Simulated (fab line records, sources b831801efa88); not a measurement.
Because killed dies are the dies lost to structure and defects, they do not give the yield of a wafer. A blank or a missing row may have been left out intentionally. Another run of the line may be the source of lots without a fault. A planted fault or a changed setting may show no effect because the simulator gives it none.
fab line records -- flow sky130
[record] lots = 12, wafers = 36, last-day = 50
route steps=708 shown VIA2@527 METAL3@568 VIA3@574 PAD_OPEN@708
lots that met no fault: taken from a fault-free run of the same line
start-h: hours from the record's opening day to when the first of the lot's shown wafers began -- wait-h: hours from the lot's prior step to this one -- " as in the row above -- L1.1+2: several wafers, shown together as one row -- - either no value or no given start -- * or withheld: withheld -- < > ~ a bound
route shown NAME@n: names a module that has steps shown in the file, with the first one's number in the route -- usual: average and standard deviation across the fault-free wafers -- same: alike in all rows -- chamber/n: place in a boat -- sites: each site's reading -- _std_site: how widely they spread, as a standard deviation -- _edge_site: inner sites' mean taken away from outer sites' mean -- radius-mm: for every site, how far away it sits from the centre of the wafer -- mask NAME#n: copy n -- behind: the most recent tool/chamber to have shaped the wafer -- hold: reason for holding the lot/hours on hold/outcome of the hold -- device: the transistor (n, p or np) that didn't switch -- end of line: tests of these same wafers at the route's end -- a step given without rows: its recipe and nothing more -- killed: the dies lost at the first sort to structure and to defects; this is not the yield of the wafer -- map: a wafer's dies, marking killed ones x, the rest . and places with no die _
set.NAME: the setting the step ran with; set.NAME@STEP: the setting that earlier step ran with -- model.NAME: the simulator's own value behind a step, which no gauge read
one table for each step of the route and one row for each wafer, over a sample of lots
services: the hour from which a tool's chamber was out of use, counted from the record's first day as start-h (under 0 if before that day), plus the number of hours and why
[[steps]]
[step SKY_VIA2_SPUTTER_20]
[recipe] material = TiN, target-thk-nm = 20, chamber-pressure-pa = 5, power-w = 4000, time-s = 80
[usual] chamber-pressure-pa = 5.000/0.0089, throttle-valve-pct = 30.0/0.99
lot.wafer,tool,chamber,start-h,wait-h,chamber-pressure-pa,throttle-valve-pct
L388.2,pvd-sputter-03,-,857.05,0.0,5.010,29.5
L388.3,pvd-sputter-03,-,857.05,0.0,5.015,30.3
L388.5,pvd-sputter-03,-,857.05,0.0,4.998,30.7
L390.1,pvd-sputter-03,-,862.60,0.0,4.992,29.7
L390.2,pvd-sputter-03,-,862.60,0.0,4.996,29.6
L390.6,pvd-sputter-03,-,862.60,0.0,4.991,29.9
L392.3,pvd-sputter-02,-,884.00,0.0,4.990,30.2
L392.4,pvd-sputter-02,-,884.00,0.0,4.986,29.1
L392.5,pvd-sputter-02,-,884.00,0.0,5.007,27.9
L394.2,pvd-sputter-02,-,903.40,0.0,4.998,30.4
L394.3,pvd-sputter-02,-,903.40,0.0,5.011,28.0
L394.4,pvd-sputter-02,-,903.40,0.0,5.009,29.4
L397.1,pvd-sputter-04,-,920.05,0.0,4.987,31.0
L397.3,pvd-sputter-04,-,920.05,0.0,4.984,30.3
L397.4,pvd-sputter-04,-,920.05,0.0,5.000,31.0
L398.1,pvd-sputter-03,-,932.80,0.0,5.005,29.4
L398.2,pvd-sputter-03,-,932.80,0.0,4.978,31.1
L398.4,pvd-sputter-03,-,932.80,0.0,4.974,29.7
L399.2,pvd-sputter-03,-,940.79,0.0,5.016,30.8
L399.3,pvd-sputter-03,-,940.79,0.0,5.004,31.3
L399.6,pvd-sputter-03,-,940.79,0.0,4.988,31.4
L400.1,pvd-sputter-02,-,946.63,0.0,4.996,30.3
L400.3,pvd-sputter-02,-,946.63,0.0,4.998,29.7
L400.6,pvd-sputter-02,-,946.63,0.0,4.986,28.3
L402.1,pvd-sputter-02,-,954.57,0.0,5.006,29.5
L402.5,pvd-sputter-02,-,954.57,0.0,4.999,29.3
L402.6,pvd-sputter-02,-,954.57,0.0,5.007,30.3
L401.3,pvd-sputter-02,-,955.57,0.0,4.977,28.2
L401.5,pvd-sputter-02,-,955.57,0.0,4.993,29.1
L401.6,pvd-sputter-02,-,955.57,0.0,4.999,28.0
L406.1,pvd-sputter-02,-,982.94,0.0,4.993,29.4
L406.2,pvd-sputter-02,-,982.94,0.0,4.995,29.5
L406.3,pvd-sputter-02,-,982.94,0.0,4.992,28.1
L410.2,pvd-sputter-03,-,1002.96,0.0,5.007,31.1
L410.5,pvd-sputter-03,-,1002.96,0.0,5.005,30.8
L410.6,pvd-sputter-03,-,1002.96,0.0,4.994,29.7
[step SKY_METAL3_METAL_ETCH_18]
[recipe] target-depth-a = 8450, stop-on = SiO2, over-etch-frac = 0.3, time-s = 183.1, chemistry = Cl2/BCl3, resist-sidewall-deg = 88, pressure-mtorr = 10, icp-w = 900, bias-w = 48.5, Cl2_flow_sccm = 60, bcl3-flow-sccm = 30
[usual] bias-w = 48.47/0.14, drypump-motor-current-A = 5.8/0.39, oes-product-au = 0.865/0.0073, throttle-valve-pct = 22.264/0.0097
lot.wafer,tool,chamber,start-h,wait-h,bias-w,drypump-motor-current-A,oes-product-au,rf-hours-counter-h,throttle-valve-pct
L388.2,rie-metal-01,1,911.10,0.1,48.30,6.0,0.866,-,22.267
L388.3,rie-metal-01,1,911.10,0.1,48.56,6.0,0.861,-,22.265
L388.5,rie-metal-01,1,911.10,0.1,48.44,6.0,0.864,-,22.254
L390.1,rie-metal-02,0,915.74,0.0,48.68,5.3,0.883,7,22.266
L390.2,rie-metal-02,0,915.74,0.0,48.35,5.3,0.872,-,22.259
L390.6,rie-metal-02,0,915.74,0.0,48.26,5.3,0.881,-,22.273
L392.3,rie-metal-04,1,936.38,0.1,48.41,6.4,0.859,-,22.260
L392.4,rie-metal-04,1,936.38,0.1,48.33,6.4,0.872,-,22.262
L392.5,rie-metal-04,1,936.38,0.1,48.47,6.4,0.870,-,22.265
L394.2,rie-metal-02,1,955.21,0.0,48.67,5.6,0.867,13,22.266
L394.3,rie-metal-02,0,955.21,0.0,48.47,5.3,0.864,-,22.255
L394.4,rie-metal-02,1,955.21,0.0,48.74,5.6,0.857,-,22.248
L397.1,rie-metal-04,1,971.71,0.0,48.57,6.4,0.869,8,22.261
L397.3,rie-metal-04,1,971.71,0.0,48.49,6.4,0.865,-,22.272
L397.4,rie-metal-04,0,971.71,0.0,48.46,5.7,0.855,-,22.270
L398.1,rie-metal-04,1,982.74,0.0,48.52,6.4,0.869,9,22.266
L398.2,rie-metal-04,0,982.74,0.0,48.39,5.7,0.878,2,22.269
L398.4,rie-metal-04,1,982.74,0.0,48.63,6.4,0.866,-,22.260
L399.2,rie-metal-04,0,990.66,0.0,45.59,5.7,0.848,3,22.261
L399.3,rie-metal-04,1,990.66,0.0,45.57,6.4,0.855,-,22.267
L399.6,rie-metal-04,0,990.66,0.0,45.58,5.7,0.846,-,22.263
L400.1,rie-metal-01,1,997.01,0.0,48.67,6.0,0.866,8,22.275
L400.3,rie-metal-01,0,997.01,0.0,48.36,5.5,0.864,-,22.257
L400.6,rie-metal-01,1,997.01,0.0,48.72,6.0,0.869,-,22.252
L402.1,rie-metal-04,1,1004.06,0.0,45.81,6.4,0.861,10,22.249
L402.5,rie-metal-04,0,1004.06,0.0,45.41,5.7,0.871,-,22.273
L402.6,rie-metal-04,1,1004.06,0.0,45.62,6.4,0.862,-,22.260
L401.3,rie-metal-04,0,1005.82,0.1,45.52,5.7,0.866,-,22.255
L401.5,rie-metal-04,1,1005.82,0.1,45.50,6.4,0.862,-,22.249
L401.6,rie-metal-04,0,1005.82,0.1,45.49,5.7,0.868,-,22.277
L406.1,rie-metal-02,1,1030.70,0.0,48.58,5.6,0.862,17,22.260
L406.2,rie-metal-02,0,1030.70,0.0,48.35,5.3,0.857,13,22.260
L406.3,rie-metal-02,1,1030.70,0.0,48.26,5.6,0.861,-,22.259
L410.2,rie-metal-02,0,1049.40,0.0,48.57,5.3,0.869,15,22.284
L410.5,rie-metal-02,0,1049.40,0.0,48.18,5.3,0.874,-,22.264
L410.6,rie-metal-02,1,1049.40,0.0,48.36,5.6,0.863,-,22.264
[step SKY_VIA3_THK_MEAS_01]
[recipe] reads = SiO2_of_VIA3_HDPCVD_00
[usual] VIA3_HDPCVD_THK = 1640/13
lot.wafer,tool,chamber,start-h,wait-h,VIA3_HDPCVD_THK[nm]
L388.2,film-metro-01,-,912.17,0.1,1641
L388.3,film-metro-01,-,912.17,0.1,1639
L388.5,film-metro-01,-,912.17,0.1,1635
L390.1,film-metro-02,-,916.88,0.1,1626
L390.2,film-metro-02,-,916.88,0.1,1635
L390.6,film-metro-02,-,916.88,0.1,1650
L392.3,film-metro-02,-,937.42,0.1,1643
L392.4,film-metro-02,-,937.42,0.1,1653
L392.5,film-metro-02,-,937.42,0.1,1637
L394.2,film-metro-04,-,956.16,0.1,1638
L394.3,film-metro-04,-,956.16,0.1,1657
L394.4,film-metro-04,-,956.16,0.1,1644
L397.1,film-metro-04,-,972.70,0.1,1638
L397.3,film-metro-04,-,972.70,0.1,1657
L397.4,film-metro-04,-,972.70,0.1,1662
L398.1,film-metro-02,-,984.08,0.1,1614
L398.2,film-metro-02,-,984.08,0.1,1631
L398.4,film-metro-02,-,984.08,0.1,1648
L399.2,film-metro-02,-,991.61,0.1,1641
L399.3,film-metro-02,-,991.61,0.1,1636
L399.6,film-metro-02,-,991.61,0.1,1630
L400.1,film-metro-04,-,997.98,0.1,1649
L400.3,film-metro-04,-,997.98,0.1,1650
L400.6,film-metro-04,-,997.98,0.1,1662
L402.1,film-metro-01,-,1005.04,0.1,1625
L402.5,film-metro-01,-,1005.04,0.1,1633
L402.6,film-metro-01,-,1005.04,0.1,1653
L401.3,film-metro-02,-,1006.77,0.1,1654
L401.5,film-metro-02,-,1006.77,0.1,1649
L401.6,film-metro-02,-,1006.77,0.1,1638
L406.1,film-metro-04,-,1031.71,0.1,1640
L406.2,film-metro-04,-,1031.71,0.1,1642
L406.3,film-metro-04,-,1031.71,0.1,1631
L410.2,film-metro-04,-,1050.83,0.2,1644
L410.5,film-metro-04,-,1050.83,0.2,1637
L410.6,film-metro-04,-,1050.83,0.2,1638
[step SKY_VIA3_BOW_MEAS_03]
[recipe] mode = bow
[usual] VIA3_BOW = 80/7.6
lot.wafer,tool,chamber,start-h,wait-h,VIA3_BOW[um]
L388.2,film-metro-02,-,912.54,0.3,83
L388.3,film-metro-02,-,912.54,0.3,83
L388.5,film-metro-02,-,912.54,0.3,76
L390.1,film-metro-01,-,917.24,0.1,77
L390.2,film-metro-01,-,917.24,0.1,84
L390.6,film-metro-01,-,917.24,0.1,76
L392.3,film-metro-01,-,937.80,0.3,80
L392.4,film-metro-01,-,937.80,0.3,83
L392.5,film-metro-01,-,937.80,0.3,70
L394.2,film-metro-01,-,956.94,0.2,73
L394.3,film-metro-01,-,956.94,0.2,84
L394.4,film-metro-01,-,956.94,0.2,82
L397.1,film-metro-04,-,973.19,0.2,73
L397.3,film-metro-04,-,973.19,0.2,77
L397.4,film-metro-04,-,973.19,0.2,68
L398.1,film-metro-01,-,984.44,0.1,77
L398.2,film-metro-01,-,984.44,0.1,91
L398.4,film-metro-01,-,984.44,0.1,81
L399.2,film-metro-02,-,991.98,0.2,79
L399.3,film-metro-02,-,991.98,0.2,74
L399.6,film-metro-02,-,991.98,0.2,71
L400.1,film-metro-02,-,998.34,0.1,76
L400.3,film-metro-02,-,998.34,0.1,87
L400.6,film-metro-02,-,998.34,0.1,88
L402.1,film-metro-04,-,1005.40,0.1,77
L402.5,film-metro-04,-,1005.40,0.1,74
L402.6,film-metro-04,-,1005.40,0.1,78
L401.3,film-metro-01,-,1007.15,0.3,89
L401.5,film-metro-01,-,1007.15,0.3,72
L401.6,film-metro-01,-,1007.15,0.3,70
L406.1,film-metro-02,-,1032.26,0.1,73
L406.2,film-metro-02,-,1032.26,0.1,69
L406.3,film-metro-02,-,1032.26,0.1,74
L410.2,film-metro-02,-,1051.20,0.3,100
L410.5,film-metro-02,-,1051.20,0.3,87
L410.6,film-metro-02,-,1051.20,0.3,94
[step SKY_PAD_OPEN_PROBE_99]
[usual] defect-limited-yield = 82.6/1.9, killed_at_M0_to_M3 = 43/6.5, killed_at_M4_up = 3.2/1.8, killed-at-contacts = 24/5, killed-at-front-end = 15/4.1, killed-at-other = 0.3/0.54, killed-dies = 85/9.3, killed-open = 47/7.2, killed-short = 39/5.9, sort_bin_3_pad_short = 0.9/0.4, sort_bin_5_function = 10.3/1.5, sort_bin_6_memory = 6.2/1.2, sort-n-pass = 407/9.3, sort-yield-pct = 82.6/1.9
[same] gross-dies = 492, killed-at-back-side = 0, sort_bin_4_leakage[%] = 0, sort_bin_8_speed[%] = 0
lot.wafer,tool,chamber,start-h,wait-h,defect-limited-yield[%],killed_at_M0_to_M3,killed_at_M4_up,killed-at-contacts,killed-at-front-end,killed-at-other,killed-dies,killed-open,killed-short,sort_bin_3_pad_short[%],sort_bin_5_function[%],sort_bin_6_memory[%],sort-n-pass,sort-yield-pct[%]
L397.1,prober-02,-,1132.26,0.1,82.1,45,2,27,14,0,88,46,42,1.2,11.0,5.7,404,82.1
L397.3,prober-02,-,1132.36,0.2,79.5,58,4,16,23,0,101,54,47,0.8,12.8,6.9,391,79.5
L397.4,prober-02,-,1132.41,0.2,84.8,51,1,14,9,0,75,44,31,1.4,9.8,4.1,417,84.8
L398.1,prober-02,-,1141.86,0.1,82.9,40,5,29,9,1,84,46,38,1.0,12.4,3.7,408,82.9
L398.2,prober-02,-,1141.91,0.1,83.3,36,4,24,18,0,82,44,38,0.8,10.4,5.5,410,83.3
L398.4,prober-02,-,1142.01,0.2,82.9,44,1,26,13,0,84,47,37,0.8,9.1,7.1,408,82.9
L399.2,prober-02,-,1146.75,0.1,80.1,52,1,29,16,0,98,55,43,0.8,10.0,9.1,394,80.1
L399.3,prober-02,-,1146.80,0.2,86.2,33,4,17,14,0,68,39,29,0.4,9.6,3.9,424,86.2
L399.6,prober-02,-,1146.95,0.2,81.3,50,3,22,17,0,92,47,45,1.4,11.6,5.7,400,81.3
L401.3,prober-01,-,1159.21,0.2,83.5,42,1,22,15,1,81,46,35,0.6,7.9,7.9,411,83.5
L401.5,prober-01,-,1159.31,0.2,80.1,41,2,30,25,0,98,45,53,1.0,11.2,7.7,394,80.1
L401.6,prober-01,-,1159.36,0.2,82.7,39,1,32,13,0,85,53,31,0.6,11.6,5.1,407,82.7
// killed by level:class
L397.1 VIA1:geometric-particle:open=12 CONTACT:geometric-particle:open=10 VIA3:geometric-particle:open=9 CONTACT:geometric-particle:short=7 METAL1:geometric-particle:short=5 VIA1:geometric-particle:short=5 POLY_GATE:geometric-particle:short=4 LI_CONTACT:geometric-particle:open=4
L397.3 VIA1:geometric-particle:open=18 METAL1:geometric-particle:short=9 FIELD_ISO:geometric-particle:open=8 METAL2:geometric-particle:short=7 FIELD_ISO:geometric-particle:short=6 CONTACT:geometric-particle:open=6 VIA1:geometric-particle:short=5 VIA3:geometric-particle:open=5
L397.4 VIA1:geometric-particle:open=12 VIA2:geometric-particle:open=8 CONTACT:geometric-particle:open=6 METAL1:geometric-particle:short=6 VIA3:geometric-particle:open=5 FIELD_ISO:geometric-particle:short=4 VIA1:geometric-particle:short=4 METAL2:geometric-particle:open=4
L398.1 VIA1:geometric-particle:short=9 LI_CONTACT:geometric-particle:open=9 VIA3:geometric-particle:open=9 CONTACT:geometric-particle:open=8 CONTACT:geometric-particle:short=6 VIA1:geometric-particle:open=6 LOCAL_INTERCONNECT:geometric-particle:short=5 METAL1:geometric-particle:short=5
L398.2 VIA1:geometric-particle:open=10 LI_CONTACT:geometric-particle:open=7 CONTACT:geometric-particle:open=7 FIELD_ISO:geometric-particle:open=5 VIA3:geometric-particle:short=5 POLY_GATE:geometric-particle:open=4 LI_CONTACT:geometric-particle:short=4 CONTACT:geometric-particle:short=4
L398.4 CONTACT:geometric-particle:open=13 VIA1:geometric-particle:open=11 VIA1:geometric-particle:short=7 VIA3:geometric-particle:open=7 LI_CONTACT:geometric-particle:open=6 METAL2:geometric-particle:short=5 POLY_GATE:geometric-particle:short=4 METAL1:geometric-particle:short=4
L399.2 VIA1:geometric-particle:open=17 CONTACT:geometric-particle:open=13 VIA2:geometric-particle:open=7 FIELD_ISO:geometric-particle:short=5 CONTACT:geometric-particle:short=5 VIA2:geometric-particle:short=5 LI_CONTACT:geometric-particle:open=4 METAL2:geometric-particle:short=4
L399.3 VIA1:geometric-particle:open=10 FIELD_ISO:geometric-particle:short=6 LI_CONTACT:geometric-particle:open=6 CONTACT:geometric-particle:short=5 CONTACT:geometric-particle:open=5 METAL2:geometric-particle:short=5 VIA3:geometric-particle:open=5 POLY_GATE:geometric-particle:open=4
L399.6 VIA1:geometric-particle:open=13 CONTACT:geometric-particle:open=8 METAL1:geometric-particle:short=7 VIA2:geometric-particle:open=7 FIELD_ISO:geometric-particle:short=6 LOCAL_INTERCONNECT:geometric-particle:short=5 FIELD_ISO:geometric-particle:open=4 LI_CONTACT:geometric-particle:open=4
L401.3 VIA2:geometric-particle:open=12 CONTACT:geometric-particle:open=11 FIELD_ISO:geometric-particle:open=5 LOCAL_INTERCONNECT:geometric-particle:short=5 VIA1:geometric-particle:open=5 VIA1:geometric-particle:short=5 METAL2:geometric-particle:short=5 METAL3:geometric-particle:short=4
L401.5 CONTACT:geometric-particle:open=13 FIELD_ISO:geometric-particle:short=10 VIA1:geometric-particle:open=9 VIA2:geometric-particle:open=7 CONTACT:geometric-particle:short=6 VIA1:geometric-particle:short=6 LI_CONTACT:geometric-particle:open=5 METAL1:geometric-particle:short=5
L401.6 CONTACT:geometric-particle:open=16 VIA1:geometric-particle:open=12 METAL1:geometric-particle:short=6 LI_CONTACT:geometric-particle:open=5 METAL2:geometric-particle:short=5 LI_CONTACT:geometric-particle:short=4 LOCAL_INTERCONNECT:geometric-particle:short=4 VIA2:geometric-particle:open=4
[[services]]
tool,chamber,start-h,hours,kind
rie-metal-01,0,902.91,-,clean
rie-metal-01,0,902.91,15.1,scheduled-down
rie-metal-01,0,902.91,15.1,vent-cycle
rie-metal-02,1,903.83,13.9,repair
rie-metal-04,0,927.28,-,clean
rie-metal-04,0,927.28,16.1,scheduled-down
rie-metal-04,0,927.28,16.1,vent-cycle
pvd-sputter-02,-,929.54,5.4,repair
rie-metal-02,1,985.15,4.3,repair
pvd-sputter-04,-,1001.93,8.5,repair
pvd-sputter-02,-,1011.57,13.5,repair
[[key]]
[first-sign] step = SKY_METAL3_METAL_ETCH_18, reading = bias-w, direction = down, sigmas = 21, usual = 48.47, struck = 45.56
effect none on later readings
met-at SKY_METAL3_METAL_ETCH_18
struck-lots L399,L401,L402
not-acting-at SKY_VIA2_SPUTTER_20,SKY_VIA3_THK_MEAS_01,SKY_VIA3_BOW_MEAS_03
onset-between 982.74 990.66
[fault] kind = process-parameter-drift, tool = rie-metal-04, chamber = -, onset-h = 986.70, steps = SKY_METAL3_METAL_ETCH_18, channel = bias-w, offset = -2.9373, shape = step, end-h = 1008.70, acts-in = these-recipes-only, stated = 48.5
